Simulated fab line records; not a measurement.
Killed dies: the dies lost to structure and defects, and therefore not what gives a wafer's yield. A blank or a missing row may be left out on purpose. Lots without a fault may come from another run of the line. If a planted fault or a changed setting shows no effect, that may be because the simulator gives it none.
One fault through the eyes of 2 desks | flow sky130 | every desk sees just its own numbers, and what lay behind them comes last

== TOOL OWNER'S DESK, implanter-04 ==
The tool's own readings at SKY_LDD_HVN_IMPLANT_08: means of the sampled wafers that have a number, for each lot that ran on this tool. The brackets show how far a lot's mean lies from the usual mean; more than 4 standard deviations puts the lot out of limits, marked OUT.
Columns: A = dose-ions-cm2 at SKY_LDD_HVN_IMPLANT_08, usual 3e+13; B = faraday-current-uA at SKY_LDD_HVN_IMPLANT_08, usual 169
lot  | first seen here | A                       | B
L940 | day 20 13:05    | 3e+13                   | 171
L943 | day 22 02:31    | 3e+13                   | 168
L949 | day 24 00:32    | 3e+13                   | 166
L951 | day 25 09:34    | 5e+13 (+99 or more) OUT | 258 (+30) OUT
L952 | day 25 13:32    | 5e+13 (+99 or more) OUT | 256 (+29) OUT
This desk finds L951, L952 out of limits, L951 being first, at day 25 09:34 (dose-ions-cm2 at SKY_LDD_HVN_IMPLANT_08). L940, L943, L949 stayed within limits.

== THE METROLOGY DESK ==
What the gauges read, lot by lot, whatever tool the lot ran on: means of the sampled wafers that have a number. The brackets show how far a lot's mean lies from the usual mean; more than 4 standard deviations puts the lot out of limits, marked OUT.
Columns: A = POLY_GATE_TW at SKY_RES_PROTECT_TW_MEAS_08, usual 4047; B = LDD_P_TW at SKY_LDD_P_TW_MEAS_11, usual 635; C = LDD_HVN_TW at SKY_LDD_HVN_TW_MEAS_10, usual 1447; D = LDD_LDN_OVL at SKY_LDD_LDN_OVL_MEAS_07, usual 0.3 nm
lot  | first seen here | A    | B   | C              | D
L940 | day 15 06:31    | 4114 | 636 | 1446           | 0.4
L941 | day 15 18:01    | 4024 | 634 | 1431           | 0.2
L942 | day 16 09:02    | 4063 | 639 | 1438           | -1.0
L943 | day 16 18:31    | 4006 | 633 | 1453           | 3.6
L945 | day 17 08:53    | 4046 | 633 | 1446           | -0.9
L949 | day 18 15:11    | 4049 | 634 | 1451           | -0.4
L951 | day 20 02:33    | 4049 | 630 | 1655 (+25) OUT | -0.1
L952 | day 20 07:44    | 4063 | 630 | 1646 (+23) OUT | 1.0
L954 | day 20 17:05    | 4048 | 637 | 1452           | 1.9
L953 | day 20 18:56    | 4045 | 630 | 1441           | -2.1
L955 | day 21 03:07    | 4039 | 639 | 1448           | 0.2
L959 | day 22 12:55    | 4060 | 636 | 1458           | -2.1
L960 | day 22 15:58    | 4034 | 637 | 1445           | 0.3
Finding of this desk: L951, L952 out of limits, first seen on L951 at day 25 09:46 (LDD_HVN_TW at SKY_LDD_HVN_TW_MEAS_10). L940, L941, L942, L943, L945, L949, L954, L953, L955, L959, L960 stayed within limits.

== PUT TOGETHER ==
The tool owner's desk had the chance to raise an alarm at day 25 09:34 on L951, L952.
L951, L952 would have let the metrology desk raise an alarm at day 25 09:46.
Of the lots named, all ran SKY_LDD_HVN_IMPLANT_08 on implanter-04.

== WHAT WAS PUT IN BY THE SIMULATOR ==
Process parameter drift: implanter-04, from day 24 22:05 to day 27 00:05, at SKY_LDD_HVN_IMPLANT_08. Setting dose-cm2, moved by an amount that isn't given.
Lots struck among those shown: L951, L952.
Counting hours from when the fault started, the first reading out of limits came at 11 for the tool owner's desk and at 12 for the metrology desk.
